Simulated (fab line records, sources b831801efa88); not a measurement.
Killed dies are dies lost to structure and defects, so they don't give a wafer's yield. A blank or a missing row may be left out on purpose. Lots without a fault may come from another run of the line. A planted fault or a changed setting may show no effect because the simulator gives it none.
A struck lot beside a sound one | flow gf180mcu | 18 steps out of a route of 602
Sound: wafers L132.1, L132.2, L132.3. Struck: wafers L139.1, L139.5, L139.6. The cause comes at the end.
At each step with rows: each side's tool, then ch and its chambers, then its first start. Under that, the readings that differ: sound wafers | struck wafers | difference of the means | sigmas: that difference in standard deviations of wafers without a fault.
alike: readings whose means differ by less than 2 such deviations, and words and numbers that are the same on both sides. not compared: withheld readings, readings that some wafer has no value for, bounds like >300 that may hide the same value, and numbers for which the record gives no deviation and whose values overlap.
The two part at a step that has a row with sigmas, a row that says differs or no value, or rows on one side only. Numbers that don't overlap but have no deviation are shown without sigmas and don't part them. A reading that every wafer of one side lacks parts them only if that side has two wafers or more.

first, 3 steps without rows for these wafers: GF_HV_LDD_EXPOSE_16 (exposes mask Pplus LV AREA, target cd 400 nm); GF_HV_LDD_PEB_17; GF_HV_LDD_DEVELOP_18 (develop time 60 s).
GF_HV_LDD_CD_MEAS_19: target cd 400 nm.
  sound on cd_sem-02, day 14 19:19; struck on cd_sem-01, day 16 21:52
  alike: cd_nm
GF_HV_LDD_OVL_MEAS_20:
  sound on overlay-01, day 14 19:26; struck on overlay-02, day 16 21:59
  alike: HV_LDD_01_OVL
then, 1 step without rows for these wafers: GF_HV_LDD_IMPLANT_21.
GF_HV_LDD_STRIP_22: strips in O2/N2.
  sound on plasma_asher-02 ch 0,1, day 14 19:37; struck on plasma_asher-04 ch 0,1, day 16 22:10
  reading                      | sound             | struck            | difference | sigmas
  strip_time_to_endpoint_s (s) | 12.65 12.69 12.67 | 12.58 12.60 12.57 | -0.09      | -3
  alike: drypump_motor_current_A, heater_power_w, o2_flow_sccm, oes_product_au
  not compared: rf_hours_counter_h
GF_HV_LDD_TW_MEAS_23:
  sound on film_metro-01, day 14 19:43; struck on film_metro-01, day 16 22:16
  alike: HV_LDD_2_TW
then, 4 steps without rows for these wafers: GF_HV_LDD_DEHYDRATE_24 (time 60 s); GF_HV_LDD_HMDS_25 (prime time 60 s); GF_HV_LDD_COAT_26 (resist thk 1000 nm); GF_HV_LDD_SOFTBAKE_27 (time 60 s).
GF_HV_LDD_EXPOSE_28: exposes mask Nplus HV AREA, target cd 400 nm.
  sound on iline_stepper-01 ch 0, day 15 05:59; struck on iline_stepper-01 ch 0, day 17 09:13
  reading              | sound                | struck               | difference | sigmas
  exposure_dose_mJ_cm2 | 139.81 139.79 139.91 | 151.25 151.29 151.19 | +11.41     | +81
  alike: mask, focus_offset_nm, reticle_temp_C
then, 2 steps without rows for these wafers: GF_HV_LDD_PEB_29; GF_HV_LDD_DEVELOP_30 (develop time 60 s).
GF_HV_LDD_CD_MEAS_31: target cd 400 nm.
  sound on cd_sem-02, day 15 16:49; struck on cd_sem-02, day 17 20:40
  reading    | sound             | struck            | difference | sigmas
  cd_nm (nm) | 401.0 400.4 400.2 | 422.9 423.5 423.3 | +22.7      | +10
GF_HV_LDD_OVL_MEAS_32:
  sound on overlay-02, day 15 16:56; struck on overlay-02, day 17 20:47
  alike: HV_LDD_02_OVL
GF_PASSIVATION_PROBE_99:
  the record has rows for the sound wafers here (prober-01, day 32 13:15) and none for the struck ones

WHERE THEY PART
First at GF_HV_LDD_STRIP_22; last, within this record, at GF_PASSIVATION_PROBE_99.

WHY: what the simulator had put in
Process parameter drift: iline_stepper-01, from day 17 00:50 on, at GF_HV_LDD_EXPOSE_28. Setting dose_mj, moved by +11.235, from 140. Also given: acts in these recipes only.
